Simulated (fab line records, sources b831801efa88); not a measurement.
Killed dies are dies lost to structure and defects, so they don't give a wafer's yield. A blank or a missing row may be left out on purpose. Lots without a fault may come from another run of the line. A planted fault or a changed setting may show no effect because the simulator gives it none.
A struck lot beside a sound one | flow sky130 | 15 steps out of a route of 708
Sound: wafers L476.4, L476.5, L476.6. Struck: wafers L477.1, L477.2, L477.6. The cause comes at the end.
At each step with rows: each side's tool, then ch and its chambers, then its first start. Under that, the readings that differ: sound wafers | struck wafers | difference of the means | sigmas: that difference in standard deviations of wafers without a fault.
alike: readings whose means differ by less than 2 such deviations, and words and numbers that are the same on both sides. not compared: withheld readings, readings that some wafer has no value for, bounds like >300 that may hide the same value, and numbers for which the record gives no deviation and whose values overlap.
The two part at a step that has a row with sigmas, a row that says differs or no value, or rows on one side only. Numbers that don't overlap but have no deviation are shown without sigmas and don't part them. A reading that every wafer of one side lacks parts them only if that side has two wafers or more.

first, 1 step without rows for these wafers: SKY_POLY_GATE_OXIDATION_20 (stabilise 600 s, purge 300 s, target thk 4 nm).
SKY_POLY_GATE_THK_MEAS_21:
  sound on film_metro-04, day 21 13:16; struck on film_metro-04, day 21 18:19
  alike: POLY_GATE_OXIDATION_THK
SKY_POLY_GATE_CD_MEAS_22:
  sound on cd_sem-01, day 21 13:23; struck on cd_sem-01, day 21 18:22
  alike: cd_nm
then, 7 steps without rows for these wafers: SKY_LDD_N_DEHYDRATE_00 (time 60 s); SKY_LDD_N_HMDS_01 (prime time 60 s); SKY_LDD_N_COAT_02 (resist thk 300 nm); SKY_LDD_N_SOFTBAKE_03 (time 60 s); SKY_LDD_N_EXPOSE_04 (exposes mask NTM, target cd 840 nm); SKY_LDD_N_PEB_05; SKY_LDD_N_DEVELOP_06 (develop time 60 s).
SKY_LDD_N_OVL_MEAS_07:
  sound on overlay-01, day 22 19:30; struck on overlay-02, day 23 00:40
  alike: LDD_N_OVL
then, 1 step without rows for these wafers: SKY_LDD_N_IMPLANT_08.
SKY_LDD_N_IMPLANT_09:
  sound on implanter-01 ch 0, day 22 19:44; struck on implanter-03 ch 0, day 23 00:51
  reading                   | sound                | struck               | difference | sigmas
  beam_energy_keV           | 20.005 20.006 19.999 | 17.903 17.897 17.898 | -2.104     | -99 or more
  beam_on_s (s)             | 9.99 9.64 9.74       | 11.30 11.18 11.66    | +1.59      | +7
  faraday_current_uA        | 426 437 435          | 374 377 364          | -61        | -7
  model.implant.rp_nm (nm)  | 15.86 15.86 15.86    | 14.67 14.67 14.67    | -1.19      |
  model.implant.drp_nm (nm) | 7.212 7.212 7.212    | 6.681 6.681 6.681    | -0.531     |
  alike: end_station_pressure_torr, rotation_deg
then, 1 step without rows for these wafers: SKY_LDD_N_IMPLANT_10.
-- the record jumps here: 26 days lie between the struck wafers' starts before and after (it left off in module LDD_N and takes up again in module PAD_OPEN, whose first step shown is number 708 of the route) --
SKY_PAD_OPEN_PROBE_99:
  sound on prober-02, day 48 23:23; struck on prober-01, day 49 04:59
  reading                     | sound             | struck            | difference | sigmas
  killed_at_front_end         | 8 4 10            | 25 20 10          | +11        | +3
  killed_dies                 | 77 67 75          | 94 95 89          | +20        | +2
  model.etest.tip_n.rs_ohm_sq | 436.8 442.1 443.1 | 448.8 447.3 448.2 | +7.4       |
  alike: killed_at_M0_to_M3, killed_at_M4_up, killed_at_contacts, killed_at_other, killed_open, killed_short

WHERE THEY PART
First at SKY_LDD_N_IMPLANT_09; last, within this record, at SKY_PAD_OPEN_PROBE_99.

WHY: what the simulator had put in
Process parameter drift: implanter-03, from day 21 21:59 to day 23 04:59, at SKY_LDD_N_IMPLANT_09. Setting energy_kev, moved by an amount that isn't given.
